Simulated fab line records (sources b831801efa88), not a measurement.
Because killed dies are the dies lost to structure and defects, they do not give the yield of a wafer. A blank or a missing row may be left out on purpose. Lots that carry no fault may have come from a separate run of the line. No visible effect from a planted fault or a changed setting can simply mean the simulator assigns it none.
fab line records -- flow sky130
record lots=7, wafers=21, lastDay=50
route steps=708 shown VT_ADJUST_NCORE@123 VT_ADJUST_HVTR@131 PAD_OPEN@708
lots with no fault: from the same line, run without faults
startH: the number of hours between the record's first day and the start of the first shown wafer of the lot -- waitH: how many hours have passed since the lot's step before this one -- " repeats the value in the row above -- L1.1+2: one row covering several wafers at once -- - no value, or no start was given -- * or withheld: withheld -- < > ~ a bound
route shown NAME@n: NAME is a module with steps in the file, n the number in the route of the first one -- usual: mean/standard deviation of fault-free wafers -- same: alike in all rows -- chamber/n: place in a boat -- sites: per-site readings -- _std_site: standard deviation across them -- _edge_site: inner sites' mean taken away from outer sites' mean -- radiusMm: how far each site lies from the wafer's centre -- mask NAME#n: copy n -- behind: the last tool/chamber to shape the wafer -- hold: reason for holding the lot/hours on hold/outcome of the hold -- device: names the non-switching transistor (n, p or np) -- end of line: at the end of the route, the tests of the same wafers -- a step without rows: its recipe alone -- killed: count of dies lost to structure and defects at first sort (not the wafer's yield) -- map: dies across one wafer; x = killed, . = not, _ = none there
set.NAME: the setting the step ran with; set.NAME@STEP: the setting that earlier step ran with -- model.NAME: the simulator's own value behind a step, which no gauge read
a table for each step, a row for each wafer; lots at some steps of the route
services: the hour from which a tool's chamber was out of use, counted from the record's first day as startH (under 0 if before that day), plus the number of hours and why
## steps
# step SKY_VT_ADJUST_NCORE_EXPOSE_04
# recipe maskId=LVTN_COMPLEMENT_THIN, na=0.6, sourceShape=conventional, sigmaOuter=0.6, polarization=unpolarized, targetCdNm=380, doseMj=139
# step SKY_VT_ADJUST_NCORE_PEB_05
# recipe tempC=withheld, timeS=*, resist=NOVOLAK
# step SKY_VT_ADJUST_NCORE_DEVELOP_06
# recipe resist=NOVOLAK, developer=TMAH, developTimeS=60, devTempC=23
# step SKY_VT_ADJUST_NCORE_CD_MEAS_07
# recipe targetCdNm=380
# usual cdNm=379.8/2.4
lot.wafer,tool,chamber,startH,waitH,cdNm
L179.1,cdSem-01,-,181.04,0.1,383.3
L179.3,cdSem-01,-,181.04,0.1,383.9
L179.5,cdSem-01,-,181.04,0.1,384.0
L190.2,cdSem-02,-,264.01,0.1,380.6
L190.3,cdSem-02,-,264.01,0.1,379.7
L190.6,cdSem-02,-,264.01,0.1,377.9
L193.1,cdSem-02,-,285.61,0.1,375.7
L193.2,cdSem-02,-,285.61,0.1,375.4
L193.6,cdSem-02,-,285.61,0.1,377.0
L194.1,cdSem-02,-,289.46,0.1,379.2
L194.2,cdSem-02,-,289.46,0.1,382.3
L194.3,cdSem-02,-,289.46,0.1,380.3
L195.2,cdSem-01,-,296.58,0.1,378.7
L195.5,cdSem-01,-,296.58,0.1,379.3
L195.6,cdSem-01,-,296.58,0.1,378.4
L196.2,cdSem-01,-,306.26,0.1,379.5
L196.3,cdSem-01,-,306.26,0.1,380.9
L196.4,cdSem-01,-,306.26,0.1,380.7
L201.1,cdSem-01,-,336.59,0.1,384.5
L201.3,cdSem-01,-,336.59,0.1,380.5
L201.6,cdSem-01,-,336.59,0.1,380.3
# step SKY_VT_ADJUST_NCORE_OVL_MEAS_08
# usual VT_ADJUST_NCORE_OVL=1.0/1.4
lot.wafer,tool,chamber,startH,waitH,VT_ADJUST_NCORE_OVL[nm]
L179.1,overlay-01,-,181.16,0.1,0.0
L179.3,overlay-01,-,181.16,0.1,0.5
L179.5,overlay-01,-,181.16,0.1,-0.2
L190.2,overlay-01,-,264.11,0.1,-1.0
L190.3,overlay-01,-,264.11,0.1,0.1
L190.6,overlay-01,-,264.11,0.1,-0.3
L193.1,overlay-01,-,285.73,0.1,1.3
L193.2,overlay-01,-,285.73,0.1,0.5
L193.6,overlay-01,-,285.73,0.1,1.2
L194.1,overlay-01,-,289.58,0.1,3.0
L194.2,overlay-01,-,289.58,0.1,3.2
L194.3,overlay-01,-,289.58,0.1,0.8
L195.2,overlay-01,-,296.68,0.1,0.0
L195.5,overlay-01,-,296.68,0.1,0.0
L195.6,overlay-01,-,296.68,0.1,0.4
L196.2,overlay-01,-,306.36,0.1,-3.1
L196.3,overlay-01,-,306.36,0.1,-0.6
L196.4,overlay-01,-,306.36,0.1,-2.1
L201.1,overlay-01,-,336.71,0.1,0.5
L201.3,overlay-01,-,336.71,0.1,1.5
L201.6,overlay-01,-,336.71,0.1,0.9
# step SKY_VT_ADJUST_NCORE_IMPLANT_09
# recipe species=B, energyKev=10, doseCm2=2.4e+12, tiltDeg=withheld
# step SKY_VT_ADJUST_NCORE_STRIP_10
# recipe chemistry=O2/N2, powerW=1400, pressureMtorr=1500, platenTempC=withheld, o2FlowSccm=3000, n2FlowSccm=300, overashFraction=0.5
# usual drypumpMotorCurrentA=5.8/0.43, oesProductAu=0.716/0.0042, stripTimeToEndpointS=14.19/0.031
lot.wafer,tool,chamber,startH,waitH,drypumpMotorCurrentA,oesProductAu,rfHoursCounterH,stripTimeToEndpointS
L179.1,plasmaAsher-04,1,181.34,0.1,6.1,0.718,50,14.16
L179.3,plasmaAsher-04,1,181.34,0.1,6.1,0.710,-,14.15
L179.5,plasmaAsher-04,0,181.34,0.1,6.0,0.709,-,14.13
L190.2,plasmaAsher-03,0,264.29,0.1,5.4,0.715,57,14.17
L190.3,plasmaAsher-03,1,264.29,0.1,6.2,0.720,-,14.16
L190.6,plasmaAsher-03,0,264.29,0.1,5.4,0.720,-,14.20
L193.1,plasmaAsher-03,1,285.92,0.1,6.1,0.717,59,14.19
L193.2,plasmaAsher-03,0,285.92,0.1,5.4,0.720,59,14.18
L193.6,plasmaAsher-03,0,285.92,0.1,5.4,0.719,-,14.22
L194.1,plasmaAsher-03,1,289.77,0.1,6.1,0.720,60,14.20
L194.2,plasmaAsher-03,0,289.77,0.1,5.4,0.717,60,14.16
L194.3,plasmaAsher-03,0,289.77,0.1,5.4,0.721,-,14.17
L195.2,plasmaAsher-01,1,296.86,0.1,5.1,0.715,17,14.19
L195.5,plasmaAsher-01,1,296.86,0.1,5.1,0.710,-,14.16
L195.6,plasmaAsher-01,0,296.86,0.1,6.2,0.719,-,14.21
L196.2,plasmaAsher-03,0,306.54,0.1,5.4,0.707,61,14.15
L196.3,plasmaAsher-03,0,306.54,0.1,5.4,0.723,-,14.15
L196.4,plasmaAsher-03,1,306.54,0.1,6.1,0.717,-,14.18
L201.1,plasmaAsher-04,0,336.89,0.1,6.0,0.717,65,14.27
L201.3,plasmaAsher-04,0,336.89,0.1,6.0,0.719,-,14.24
L201.6,plasmaAsher-04,0,336.89,0.1,6.0,0.723,-,14.27
# step SKY_VT_ADJUST_NCORE_TW_MEAS_11
# usual VT_ADJUST_NCORE_TW=220.9/1.5
lot.wafer,tool,chamber,startH,waitH,VT_ADJUST_NCORE_TW
L179.1,filmMetro-03,-,181.44,0.1,221.0
L179.3,filmMetro-03,-,181.44,0.1,223.9
L179.5,filmMetro-03,-,181.44,0.1,222.1
L190.2,filmMetro-04,-,264.40,0.1,220.2
L190.3,filmMetro-04,-,264.40,0.1,220.7
L190.6,filmMetro-04,-,264.40,0.1,220.9
L193.1,filmMetro-04,-,286.02,0.1,220.5
L193.2,filmMetro-04,-,286.02,0.1,220.2
L193.6,filmMetro-04,-,286.02,0.1,220.4
L194.1,filmMetro-02,-,289.87,0.1,220.7
L194.2,filmMetro-02,-,289.87,0.1,220.3
L194.3,filmMetro-02,-,289.87,0.1,218.7
L195.2,filmMetro-03,-,296.97,0.1,222.8
L195.5,filmMetro-03,-,296.97,0.1,222.7
L195.6,filmMetro-03,-,296.97,0.1,222.3
L196.2,filmMetro-03,-,306.65,0.1,223.7
L196.3,filmMetro-03,-,306.65,0.1,222.7
L196.4,filmMetro-03,-,306.65,0.1,222.5
L201.1,filmMetro-03,-,336.99,0.1,222.6
L201.3,filmMetro-03,-,336.99,0.1,222.6
L201.6,filmMetro-03,-,336.99,0.1,222.7
# step SKY_VT_ADJUST_HVTR_DEHYDRATE_00
# recipe tempC=200, timeS=60
# step SKY_VT_ADJUST_HVTR_HMDS_01
# recipe primeTimeS=60, primeTempC=120
# step SKY_VT_ADJUST_HVTR_COAT_02
# recipe resist=NOVOLAK, spinRpm=3000, resistThkNm=1140
# step SKY_VT_ADJUST_HVTR_SOFTBAKE_03
# recipe tempC=90, timeS=60, resist=NOVOLAK
# step SKY_VT_ADJUST_HVTR_EXPOSE_04
# recipe maskId=HVTRM, targetCdNm=380, na=0.6, sourceShape=conventional, sigmaOuter=0.6, doseMj=150
# same sigmaOuter=0.6
lot.wafer,tool,chamber,startH,waitH,mask,model.VT_ADJUST_HVTR.overlayXNm
L179.1+3+5,ilineStepper-02,0,191.41,-,HVTRM#0,-0.8438
L190.2+3+6,ilineStepper-01,0,276.69,-,HVTRM#0,0.6382
L193.1+2+6,ilineStepper-02,0,298.54,-,HVTRM#0,112
L194.1+2+3,ilineStepper-02,0,302.59,-,HVTRM#0,113.9
L195.2+5+6,ilineStepper-02,0,309.14,-,HVTRM#0,112.1
L196.2+3+4,ilineStepper-01,0,319.65,-,HVTRM#0,-0.2783
L201.1+3+6,ilineStepper-01,0,351.19,-,HVTRM#0,-0.3375
# step SKY_VT_ADJUST_HVTR_PEB_05
# recipe tempC=withheld, timeS=*, resist=NOVOLAK
# step SKY_VT_ADJUST_HVTR_DEVELOP_06
# recipe developTimeS=60, devTempC=23
# step SKY_VT_ADJUST_HVTR_CD_MEAS_07
# recipe targetCdNm=380
# usual cdNm=379.7/2.5
lot.wafer,tool,chamber,startH,waitH,cdNm
L179.1,cdSem-01,-,202.04,0.1,380.7
L179.3,cdSem-01,-,202.04,0.1,381.7
L179.5,cdSem-01,-,202.04,0.1,380.5
L190.2,cdSem-01,-,289.04,0.1,376.2
L190.3,cdSem-01,-,289.04,0.1,379.3
L190.6,cdSem-01,-,289.04,0.1,374.4
L193.1,cdSem-01,-,311.47,0.1,379.0
L193.2,cdSem-01,-,311.47,0.1,380.3
L193.6,cdSem-01,-,311.47,0.1,381.0
L194.1,cdSem-01,-,315.54,0.1,380.0
L194.2,cdSem-01,-,315.54,0.1,380.7
L194.3,cdSem-01,-,315.54,0.1,379.8
L195.2,cdSem-01,-,322.98,0.1,378.1
L195.5,cdSem-01,-,322.98,0.1,376.2
L195.6,cdSem-01,-,322.98,0.1,377.3
L196.2,cdSem-02,-,332.33,0.1,377.8
L196.3,cdSem-02,-,332.33,0.1,377.3
L196.4,cdSem-02,-,332.33,0.1,376.2
L201.1,cdSem-01,-,364.82,0.1,379.3
L201.3,cdSem-01,-,364.82,0.1,380.0
L201.6,cdSem-01,-,364.82,0.1,380.3
# step SKY_VT_ADJUST_HVTR_OVL_MEAS_08
# usual VT_ADJUST_HVTR_OVL=0.0/1.3
lot.wafer,tool,chamber,startH,waitH,VT_ADJUST_HVTR_OVL[nm]
L179.1,overlay-02,-,202.16,0.1,-1.2
L179.3,overlay-02,-,202.16,0.1,-1.9
L179.5,overlay-02,-,202.16,0.1,-1.8
L190.2,overlay-01,-,289.15,0.1,-1.3
L190.3,overlay-01,-,289.15,0.1,0.0
L190.6,overlay-01,-,289.15,0.1,-0.4
L193.1,overlay-01,-,311.59,0.1,111.9
L193.2,overlay-01,-,311.59,0.1,111.0
L193.6,overlay-01,-,311.59,0.1,111.3
L194.1,overlay-01,-,315.66,0.1,113.7
L194.2,overlay-01,-,315.66,0.1,112.2
L194.3,overlay-01,-,315.66,0.1,112.5
L195.2,overlay-02,-,323.09,0.1,113.2
L195.5,overlay-02,-,323.09,0.1,113.9
L195.6,overlay-02,-,323.09,0.1,113.2
L196.2,overlay-02,-,332.44,0.1,0.5
L196.3,overlay-02,-,332.44,0.1,-0.2
L196.4,overlay-02,-,332.44,0.1,-0.8
L201.1,overlay-02,-,364.94,0.1,-0.1
L201.3,overlay-02,-,364.94,0.1,-1.0
L201.6,overlay-02,-,364.94,0.1,-1.7
# step SKY_VT_ADJUST_HVTR_IMPLANT_09
# recipe species=B, energyKev=10, doseCm2=2.1e+12, tiltDeg=withheld
# step SKY_PAD_OPEN_PROBE_99
# usual killed_at_M0_to_M3=43/6.5, killed_at_M4_up=3/1.7, killedAtContacts=25/5.1, killedAtFrontEnd=15/3.8, killedAtOther=0.2/0.45, killedDies=86/8.8, killedOpen=47/6.7, killedShort=39/6
# same grossDies=492, killedAtBackSide=0
lot.wafer,tool,chamber,startH,waitH,killed_at_M0_to_M3,killed_at_M4_up,killedAtContacts,killedAtFrontEnd,killedAtOther,killedDies,killedOpen,killedShort,model.etest.pfet_01v8_mvt.driveUaUm,model.etest.pfet_01v8_mvt.offLog10AUm,model.etest.pfet_01v8_mvt.vtSatV,model.etest.pfet_01v8_mvt.vtV
L179.1,prober-02,-,1074.43,0.1,48,3,31,19,0,101,47,54,154.5,-10.36,-0.5569,-0.6372
L179.3,prober-02,-,1074.53,0.2,31,2,24,15,0,72,35,37,156.5,-10.22,-0.5447,-0.629
L179.5,prober-02,-,1074.63,0.2,32,1,21,17,0,71,35,36,158.7,-10.32,-0.5456,-0.6357
L190.2,prober-01,-,1159.39,0.1,44,6,22,13,1,86,36,50,151.9,-10.57,-0.5554,-0.6438
L190.3,prober-01,-,1159.44,0.2,40,3,19,25,1,88,49,39,151,-10.63,-0.5615,-0.6469
L190.6,prober-01,-,1159.59,0.2,32,3,13,19,0,67,32,35,155.5,-10.59,-0.5543,-0.6401
L193.1,prober-02,-,1161.17,0.1,47,3,29,11,0,90,44,46,144.1,-11.6,-0.6582,-0.7337
L193.2,prober-02,-,1161.22,0.1,49,3,26,17,0,95,54,41,144.5,-11.51,-0.659,-0.7345
L193.6,prober-02,-,1161.42,0.2,54,3,21,13,0,91,50,41,145.1,-11.64,-0.662,-0.7343
L194.1,prober-01,-,1166.86,0.1,49,2,14,13,0,78,44,34,145.7,-11.5,-0.6542,-0.7321
L194.2,prober-01,-,1166.91,0.1,46,2,25,13,0,86,55,31,146.4,-11.55,-0.6572,-0.7354
L194.3,prober-01,-,1166.96,0.2,44,4,22,16,0,86,41,45,143.9,-11.71,-0.6584,-0.7315
L195.2,prober-02,-,1169.74,0.1,49,4,31,16,0,100,45,55,145.3,-11.81,-0.6678,-0.7498
L195.5,prober-02,-,1169.89,0.2,42,3,30,17,0,92,49,43,147.3,-11.76,-0.6605,-0.7426
L195.6,prober-02,-,1169.94,0.2,42,7,23,15,0,87,44,43,146.8,-11.79,-0.6571,-0.7398
L196.2,prober-02,-,1182.08,0.1,42,2,31,13,0,88,42,46,157.9,-10.24,-0.5304,-0.6245
L196.3,prober-02,-,1182.13,0.2,52,4,22,12,0,90,52,38,156.8,-10.33,-0.5301,-0.6226
L196.4,prober-02,-,1182.18,0.2,27,5,21,16,0,69,42,27,154.2,-10.44,-0.5455,-0.6349
L201.1,prober-02,-,1197.96,0.1,46,2,28,18,1,95,55,40,159.8,-10.18,-0.5335,-0.6232
L201.3,prober-02,-,1198.06,0.2,33,2,29,12,0,76,35,41,160.2,-10.15,-0.5312,-0.6214
L201.6,prober-02,-,1198.21,0.2,38,3,16,13,0,70,41,29,156.1,-10.45,-0.5364,-0.6249
# killed by level:class
L179.1 LI_CONTACT:geometricParticle:open=9 CONTACT:geometricParticle:open=8 VIA1:geometricParticle:open=8 VIA2:geometricParticle:open=8 VIA1:geometricParticle:short=7 METAL2:geometricParticle:short=7 METAL1:geometricParticle:short=6 CONTACT:geometricParticle:short=6
L179.3 CONTACT:geometricParticle:open=8 METAL1:geometricParticle:short=8 LI_CONTACT:geometricParticle:open=7 CONTACT:geometricParticle:short=5 VIA1:geometricParticle:open=5 FIELD_ISO:geometricParticle:short=4 POLY_GATE:geometricParticle:short=4 VIA1:geometricParticle:short=3
L179.5 VIA2:geometricParticle:open=10 POLY_GATE:geometricParticle:short=7 CONTACT:geometricParticle:open=7 FIELD_ISO:geometricParticle:short=6 LI_CONTACT:geometricParticle:open=6 METAL2:geometricParticle:short=5 VIA1:geometricParticle:open=5 LOCAL_INTERCONNECT:geometricParticle:short=4
L190.2 VIA1:geometricParticle:open=9 CONTACT:geometricParticle:short=6 METAL2:geometricParticle:short=6 VIA3:geometricParticle:short=6 FIELD_ISO:geometricParticle:short=5 LOCAL_INTERCONNECT:geometricParticle:short=5 CONTACT:geometricParticle:open=5 VIA2:geometricParticle:open=5
L190.3 VIA1:geometricParticle:open=12 FIELD_ISO:geometricParticle:short=9 CONTACT:geometricParticle:open=7 VIA3:geometricParticle:open=7 POLY_GATE:geometricParticle:short=6 VIA2:geometricParticle:open=6 METAL2:geometricParticle:short=6 LI_CONTACT:geometricParticle:open=5
L190.6 VIA3:geometricParticle:open=9 POLY_GATE:geometricParticle:short=6 METAL2:geometricParticle:short=6 CONTACT:geometricParticle:open=5 VIA1:geometricParticle:open=5 FIELD_ISO:geometricParticle:short=4 CONTACT:geometricParticle:short=4 VIA2:geometricParticle:open=4
L193.1 VIA1:geometricParticle:open=9 METAL2:geometricParticle:short=9 LI_CONTACT:geometricParticle:open=8 CONTACT:geometricParticle:open=7 VIA3:geometricParticle:open=5 METAL1:geometricParticle:short=5 VIA1:geometricParticle:short=5 VIA3:geometricParticle:short=5
L193.2 VIA1:geometricParticle:open=12 LI_CONTACT:geometricParticle:open=8 VIA2:geometricParticle:open=8 CONTACT:geometricParticle:open=7 METAL2:geometricParticle:short=7 CONTACT:geometricParticle:short=6 VIA3:geometricParticle:open=5 POLY_GATE:geometricParticle:open=4
L193.6 VIA1:geometricParticle:open=14 VIA3:geometricParticle:open=8 LI_CONTACT:geometricParticle:open=7 CONTACT:geometricParticle:open=7 VIA1:geometricParticle:short=6 VIA2:geometricParticle:short=6 METAL1:geometricParticle:short=5 METAL2:geometricParticle:short=5
L194.1 VIA3:geometricParticle:open=14 VIA1:geometricParticle:open=6 LI_CONTACT:geometricParticle:open=5 VIA2:geometricParticle:open=5 FIELD_ISO:geometricParticle:open=4 METAL1:geometricParticle:short=4 VIA1:geometricParticle:short=4 METAL3:geometricParticle:short=4
L194.2 VIA3:geometricParticle:open=8 LI_CONTACT:geometricParticle:open=8 CONTACT:geometricParticle:open=8 VIA1:geometricParticle:open=6 VIA2:geometricParticle:open=6 METAL1:geometricParticle:short=5 FIELD_ISO:geometricParticle:open=4 POLY_GATE:geometricParticle:open=4
L194.3 METAL1:geometricParticle:short=8 METAL2:geometricParticle:short=8 VIA2:geometricParticle:open=8 POLY_GATE:geometricParticle:open=7 CONTACT:geometricParticle:open=7 VIA3:geometricParticle:open=6 VIA1:geometricParticle:open=5 LI_CONTACT:geometricParticle:open=4
L195.2 CONTACT:geometricParticle:open=9 METAL2:geometricParticle:short=9 LOCAL_INTERCONNECT:geometricParticle:short=8 VIA1:geometricParticle:open=8 VIA2:geometricParticle:short=7 VIA2:geometricParticle:open=6 FIELD_ISO:geometricParticle:short=5 LI_CONTACT:geometricParticle:open=5
L195.5 VIA1:geometricParticle:open=9 CONTACT:geometricParticle:open=8 FIELD_ISO:geometricParticle:open=7 LI_CONTACT:geometricParticle:open=7 VIA3:geometricParticle:open=7 CONTACT:geometricParticle:short=6 METAL2:geometricParticle:short=6 LOCAL_INTERCONNECT:geometricParticle:short=5
L195.6 CONTACT:geometricParticle:open=9 VIA1:geometricParticle:open=9 VIA3:geometricParticle:open=7 LI_CONTACT:geometricParticle:short=5 METAL2:geometricParticle:short=5 METAL3:geometricParticle:short=5 METAL4:geometricParticle:short=5 POLY_GATE:geometricParticle:short=4
L196.2 CONTACT:geometricParticle:open=12 VIA1:geometricParticle:open=11 CONTACT:geometricParticle:short=8 LI_CONTACT:geometricParticle:open=7 METAL1:geometricParticle:short=7 VIA1:geometricParticle:short=6 VIA2:geometricParticle:open=5 FIELD_ISO:geometricParticle:short=4
L196.3 VIA1:geometricParticle:open=10 VIA3:geometricParticle:open=9 CONTACT:geometricParticle:open=8 VIA1:geometricParticle:short=8 LI_CONTACT:geometricParticle:open=7 VIA2:geometricParticle:open=7 METAL1:geometricParticle:short=6 FIELD_ISO:geometricParticle:open=3
L196.4 LI_CONTACT:geometricParticle:open=11 VIA1:geometricParticle:open=9 FIELD_ISO:geometricParticle:open=5 FIELD_ISO:geometricParticle:short=5 METAL2:geometricParticle:short=5 CONTACT:geometricParticle:open=4 LOCAL_INTERCONNECT:geometricParticle:short=4 VIA3:geometricParticle:open=4
L201.1 VIA3:geometricParticle:open=11 LI_CONTACT:geometricParticle:open=9 VIA1:geometricParticle:open=9 CONTACT:geometricParticle:open=8 METAL1:geometricParticle:short=6 POLY_GATE:geometricParticle:open=5 POLY_GATE:geometricParticle:short=5 METAL2:geometricParticle:short=5
L201.3 LI_CONTACT:geometricParticle:open=8 CONTACT:geometricParticle:short=7 METAL2:geometricParticle:short=7 VIA1:geometricParticle:open=6 CONTACT:geometricParticle:open=6 VIA2:geometricParticle:open=5 LOCAL_INTERCONNECT:geometricParticle:short=4 SPACER:geometricParticle:short=4
L201.6 VIA1:geometricParticle:open=8 CONTACT:geometricParticle:open=7 VIA3:geometricParticle:open=7 METAL2:geometricParticle:short=6 LI_CONTACT:geometricParticle:open=5 VIA3:geometricParticle:short=5 VIA2:geometricParticle:open=5 FIELD_ISO:geometricParticle:short=4
## services
tool,chamber,startH,hours,kind
plasmaAsher-04,-,158.32,2.1,repair
ilineStepper-02,-,204.29,2.1,pm
ilineStepper-02,-,206.37,-,consumableReplace:lamp
ilineStepper-01,-,237.62,8.9,pm
plasmaAsher-03,-,293.36,4.1,repair
ilineStepper-01,-,314.75,1.7,pm
plasmaAsher-04,-,337.57,2.8,pm
## key
firstSign step=SKY_VT_ADJUST_HVTR_OVL_MEAS_08, reading=VT_ADJUST_HVTR_OVL, direction=up, sigmas=89, usual=0.0, struck=112.6
effect none on later readings
modelEffect step=SKY_VT_ADJUST_HVTR_EXPOSE_04, value=VT_ADJUST_HVTR.overlayXNm, without=0.488, struck=112.7
modelEffect step=SKY_PAD_OPEN_PROBE_99, value=etest.pfet_01v8_mvt.driveUaUm, without=152, struck=145.4
metAt SKY_VT_ADJUST_HVTR_EXPOSE_04
struckWafers L193.1,L193.2,L193.6,L194.1,L194.2,L194.3,L195.2,L195.5,L195.6
testerLeftOut L193,L194,L195
onsetBetween 191.41 298.54
fault kind=scannerMatchingOverlay, tool=ilineStepper-02, chamber=-, onsetH=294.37, steps=SKY_VT_ADJUST_HVTR_EXPOSE_04, offset=112.2
# testerLeftOut: of these lots the tester's yield and bins aren't shown, on N5 and GAA mostly nor the transistor test; their killed dies are dies lost to structure and defects alone, not to doping, threshold or leakage, so they don't give the yield
